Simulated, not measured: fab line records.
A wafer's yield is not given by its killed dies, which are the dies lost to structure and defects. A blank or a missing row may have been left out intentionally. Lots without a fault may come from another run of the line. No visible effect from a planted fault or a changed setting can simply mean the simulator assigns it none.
Which of the tools did it? || flow sky130 || 11 lots with 31 wafers sampled at 5 steps, on a route of 708 steps

WHAT THE GAUGES READ, wafer by wafer
SKY_FIELD_ISO_THK_MEAS_23.
{"lot": "L415", "measured": "day 2 20:23", "on": "film_metro-03", "FIELD_ISO_OXIDATION_01_THK (nm)": "10.11 10.05 10.01"}
{"lot": "L417", "measured": "day 3 03:04", "on": "film_metro-04", "FIELD_ISO_OXIDATION_01_THK (nm)": "10.28 10.06 10.17"}
{"lot": "L419", "measured": "day 3 14:24", "on": "film_metro-02", "FIELD_ISO_OXIDATION_01_THK (nm)": "10.00 10.18 9.95"}
{"lot": "L422", "measured": "day 4 05:26", "on": "film_metro-04", "FIELD_ISO_OXIDATION_01_THK (nm)": "10.11 10.19"}
{"lot": "L421", "measured": "day 4 05:28", "on": "film_metro-02", "FIELD_ISO_OXIDATION_01_THK (nm)": "9.88 10.08"}
{"lot": "L424", "measured": "day 4 14:01", "on": "film_metro-03", "FIELD_ISO_OXIDATION_01_THK (nm)": "9.94 10.07 10.01"}
{"lot": "L429", "measured": "day 5 17:37", "on": "film_metro-03", "FIELD_ISO_OXIDATION_01_THK (nm)": "10.21 10.29 10.19"}
{"lot": "L433", "measured": "day 6 10:58", "on": "film_metro-02", "FIELD_ISO_OXIDATION_01_THK (nm)": "9.73 9.89 9.76"}
{"lot": "L435", "measured": "day 7 01:32", "on": "film_metro-04", "FIELD_ISO_OXIDATION_01_THK (nm)": "10.42 10.25 10.27"}
{"lot": "L436", "measured": "day 7 01:34", "on": "film_metro-03", "FIELD_ISO_OXIDATION_01_THK (nm)": "10.16 10.24 10.26"}
{"lot": "L437", "measured": "day 7 08:09", "on": "film_metro-03", "FIELD_ISO_OXIDATION_01_THK (nm)": "10.36 10.12 9.95"}

SKY_VT_ADJUST_NCORE_OVL_MEAS_08.
{"lot": "L415", "measured": "day 9 18:26", "on": "overlay-01", "VT_ADJUST_NCORE_OVL (nm)": "0.2 0.3 -0.5"}
{"lot": "L417", "measured": "day 10 02:16", "on": "overlay-01", "VT_ADJUST_NCORE_OVL (nm)": "1.3 -0.6 2.2"}
{"lot": "L419", "measured": "day 10 16:14", "on": "overlay-01", "VT_ADJUST_NCORE_OVL (nm)": "0.8 1.4 -0.5"}
{"lot": "L422", "measured": "day 11 08:12", "on": "overlay-02", "VT_ADJUST_NCORE_OVL (nm)": "0.2 1.6"}
{"lot": "L421", "measured": "day 11 05:33", "on": "overlay-01", "VT_ADJUST_NCORE_OVL (nm)": "0.2 -3.0"}
{"lot": "L424", "measured": "day 11 16:14", "on": "overlay-01", "VT_ADJUST_NCORE_OVL (nm)": "2.2 1.1 1.3"}
{"lot": "L429", "measured": "day 13 15:53", "on": "overlay-01", "VT_ADJUST_NCORE_OVL (nm)": "-0.6 1.0 -1.8"}
{"lot": "L433", "measured": "day 14 07:56", "on": "overlay-02", "VT_ADJUST_NCORE_OVL (nm)": "-0.3 1.1 0.7"}
{"lot": "L435", "measured": "day 14 22:17", "on": "overlay-02", "VT_ADJUST_NCORE_OVL (nm)": "1.3 2.1 0.2"}
{"lot": "L436", "measured": "day 14 23:48", "on": "overlay-01", "VT_ADJUST_NCORE_OVL (nm)": "-0.1 -0.1 0.1"}
{"lot": "L437", "measured": "day 15 06:42", "on": "overlay-02", "VT_ADJUST_NCORE_OVL (nm)": "-0.8 -1.1 -0.6"}

SKY_PASSIVATION_THK_MEAS_03.
{"lot": "L415", "measured": "day 45 04:40", "on": "film_metro-03", "PASSIVATION_CVD_02_THK (nm)": "529 535 551"}
{"lot": "L417", "measured": "day 45 05:50", "on": "film_metro-02", "PASSIVATION_CVD_02_THK (nm)": "526 543 539"}
{"lot": "L419", "measured": "day 45 13:57", "on": "film_metro-01", "PASSIVATION_CVD_02_THK (nm)": "539 537 544"}
{"lot": "L422", "measured": "day 46 10:52", "on": "film_metro-03", "PASSIVATION_CVD_02_THK (nm)": "536 573"}
{"lot": "L421", "measured": "day 46 00:52", "on": "film_metro-02", "PASSIVATION_CVD_02_THK (nm)": "575 547"}
{"lot": "L424", "measured": "day 46 20:47", "on": "film_metro-02", "PASSIVATION_CVD_02_THK (nm)": "533 536 568"}
{"lot": "L429", "measured": "day 48 04:25", "on": "film_metro-03", "PASSIVATION_CVD_02_THK (nm)": "535 545 550"}
{"lot": "L433", "measured": "day 48 18:35", "on": "film_metro-03", "PASSIVATION_CVD_02_THK (nm)": "531 527 541"}
{"lot": "L435", "measured": "day 49 07:03", "on": "film_metro-02", "PASSIVATION_CVD_02_THK (nm)": "538 542 549"}
{"lot": "L436", "measured": "day 49 02:37", "on": "film_metro-02", "PASSIVATION_CVD_02_THK (nm)": "547 542 542"}
{"lot": "L437", "measured": "day 49 08:38", "on": "film_metro-01", "PASSIVATION_CVD_02_THK (nm)": "534 528 541"}

TOOL THAT RAN EACH LOT (tool first, then ch and the chambers of the sampled wafers, then the start)
{"lot": "L415", "SKY_DNWELL_STRIP_08": "plasma_asher-01 ch 0,1, day 4 03:20", "SKY_PASSIVATION_CVD_02": "pecvd-02 ch 0,2, day 45 04:25"}
{"lot": "L417", "SKY_DNWELL_STRIP_08": "plasma_asher-02 ch 0,1, day 4 09:22", "SKY_PASSIVATION_CVD_02": "pecvd-03 ch 0,1, day 45 05:29"}
{"lot": "L419", "SKY_DNWELL_STRIP_08": "plasma_asher-01 ch 0,1, day 4 17:37", "SKY_PASSIVATION_CVD_02": "pecvd-02 ch 1,2, day 45 13:44"}
{"lot": "L422", "SKY_DNWELL_STRIP_08": "plasma_asher-01 ch 0, day 5 07:34", "SKY_PASSIVATION_CVD_02": "pecvd-02 ch 1, day 46 10:37"}
{"lot": "L421", "SKY_DNWELL_STRIP_08": "plasma_asher-02 ch 0, day 5 07:29", "SKY_PASSIVATION_CVD_02": "pecvd-02 ch 0,1, day 46 00:43"}
{"lot": "L424", "SKY_DNWELL_STRIP_08": "plasma_asher-01 ch 0,1, day 5 12:58", "SKY_PASSIVATION_CVD_02": "pecvd-02 ch 0,1,2, day 46 20:34"}
{"lot": "L429", "SKY_DNWELL_STRIP_08": "plasma_asher-03 ch 0,1, day 6 22:31", "SKY_PASSIVATION_CVD_02": "pecvd-01 ch 0,2, day 48 04:11"}
{"lot": "L433", "SKY_DNWELL_STRIP_08": "plasma_asher-02 ch 0,1, day 7 13:19", "SKY_PASSIVATION_CVD_02": "pecvd-03 ch 0,2, day 48 18:22"}
{"lot": "L435", "SKY_DNWELL_STRIP_08": "plasma_asher-01 ch 0,1, day 8 00:59", "SKY_PASSIVATION_CVD_02": "pecvd-01 ch 1,2, day 49 06:49"}
{"lot": "L436", "SKY_DNWELL_STRIP_08": "plasma_asher-02 ch 0,1, day 8 01:33", "SKY_PASSIVATION_CVD_02": "pecvd-03 ch 0,1,2, day 49 02:28"}
{"lot": "L437", "SKY_DNWELL_STRIP_08": "plasma_asher-01 ch 0,1, day 8 07:52", "SKY_PASSIVATION_CVD_02": "pecvd-01 ch 0,2, day 49 08:23"}
- SKY_DNWELL_STRIP_08: strips in O2/N2.
- SKY_PASSIVATION_CVD_02: deposits Si3N4, target thk 540 nm.

AS READ BY THE TOOLS THEMSELVES (means over the sampled wafers that have a number; for cases with no such wafer, the mark the record gives instead)
SKY_DNWELL_STRIP_08.
{"lot": "L415", "tool": "plasma_asher-01", "drypump_motor_current_A (A)": 5.5, "o2_flow_sccm (sccm)": 2992, "oes_product_au (a.u.)": 0.721, "strip_time_to_endpoint_s (s)": 36.91}
{"lot": "L417", "tool": "plasma_asher-02", "drypump_motor_current_A (A)": 6.4, "o2_flow_sccm (sccm)": 2998, "oes_product_au (a.u.)": 0.726, "strip_time_to_endpoint_s (s)": 36.85}
{"lot": "L419", "tool": "plasma_asher-01", "drypump_motor_current_A (A)": 5.5, "o2_flow_sccm (sccm)": 3008, "oes_product_au (a.u.)": 0.720, "strip_time_to_endpoint_s (s)": 36.89}
{"lot": "L422", "tool": "plasma_asher-01", "drypump_motor_current_A (A)": 5.8, "o2_flow_sccm (sccm)": 2994, "oes_product_au (a.u.)": 0.721, "strip_time_to_endpoint_s (s)": 37.01}
{"lot": "L421", "tool": "plasma_asher-02", "drypump_motor_current_A (A)": 6.7, "o2_flow_sccm (sccm)": 2998, "oes_product_au (a.u.)": 0.726, "strip_time_to_endpoint_s (s)": 36.70}
{"lot": "L424", "tool": "plasma_asher-01", "drypump_motor_current_A (A)": 5.2, "o2_flow_sccm (sccm)": 2993, "oes_product_au (a.u.)": 0.722, "strip_time_to_endpoint_s (s)": 36.57}
{"lot": "L429", "tool": "plasma_asher-03", "drypump_motor_current_A (A)": 6.0, "o2_flow_sccm (sccm)": 2995, "oes_product_au (a.u.)": 0.719, "strip_time_to_endpoint_s (s)": 36.76}
{"lot": "L433", "tool": "plasma_asher-02", "drypump_motor_current_A (A)": 6.3, "o2_flow_sccm (sccm)": 3006, "oes_product_au (a.u.)": 0.721, "strip_time_to_endpoint_s (s)": 36.81}
{"lot": "L435", "tool": "plasma_asher-01", "drypump_motor_current_A (A)": 5.5, "o2_flow_sccm (sccm)": 2983, "oes_product_au (a.u.)": 0.724, "strip_time_to_endpoint_s (s)": 36.92}
{"lot": "L436", "tool": "plasma_asher-02", "drypump_motor_current_A (A)": 6.0, "o2_flow_sccm (sccm)": 3003, "oes_product_au (a.u.)": 0.719, "strip_time_to_endpoint_s (s)": 36.91}
{"lot": "L437", "tool": "plasma_asher-01", "drypump_motor_current_A (A)": 5.2, "o2_flow_sccm (sccm)": 3007, "oes_product_au (a.u.)": 0.727, "strip_time_to_endpoint_s (s)": 36.96}

SKY_PASSIVATION_CVD_02.
{"lot": "L415", "tool": "pecvd-02", "heater_power_w (W)": 682}
{"lot": "L417", "tool": "pecvd-03", "heater_power_w (W)": 743}
{"lot": "L419", "tool": "pecvd-02", "heater_power_w (W)": 793}
{"lot": "L422", "tool": "pecvd-02", "heater_power_w (W)": 784}
{"lot": "L421", "tool": "pecvd-02", "heater_power_w (W)": 711}
{"lot": "L424", "tool": "pecvd-02", "heater_power_w (W)": 770}
{"lot": "L429", "tool": "pecvd-01", "heater_power_w (W)": 745}
{"lot": "L433", "tool": "pecvd-03", "heater_power_w (W)": 852}
{"lot": "L435", "tool": "pecvd-01", "heater_power_w (W)": 788}
{"lot": "L436", "tool": "pecvd-03", "heater_power_w (W)": 770}
{"lot": "L437", "tool": "pecvd-01", "heater_power_w (W)": 818}

THE ANSWER, worked out from the rows above alone
Rule: usual is defined by the lots themselves. Put in order of their means at a reading, lots are off if they are a third of the lots or fewer, leave a main group of 4 or more, and stand apart from it by a gap of 3 or more times the standard deviation of the main group's means; of several such gaps the widest counts. A main group whose means are all the same, to the digits that the tables above print for the reading, isn't used. Also off: a lot with no number at a reading for which 4 or more lots have one. Any other lot the step has rows for is counted as sound. After the gauges, taken in route order, come the tools' own readings; for these a lot's mean is taken, as printed above. At the first step where some lot is off, the reading lying furthest off is the one used; lots without a number count as furthest.
None of the lots is off at any reading shown; this tells nothing.

WHAT THE SIMULATOR HAD PUT IN
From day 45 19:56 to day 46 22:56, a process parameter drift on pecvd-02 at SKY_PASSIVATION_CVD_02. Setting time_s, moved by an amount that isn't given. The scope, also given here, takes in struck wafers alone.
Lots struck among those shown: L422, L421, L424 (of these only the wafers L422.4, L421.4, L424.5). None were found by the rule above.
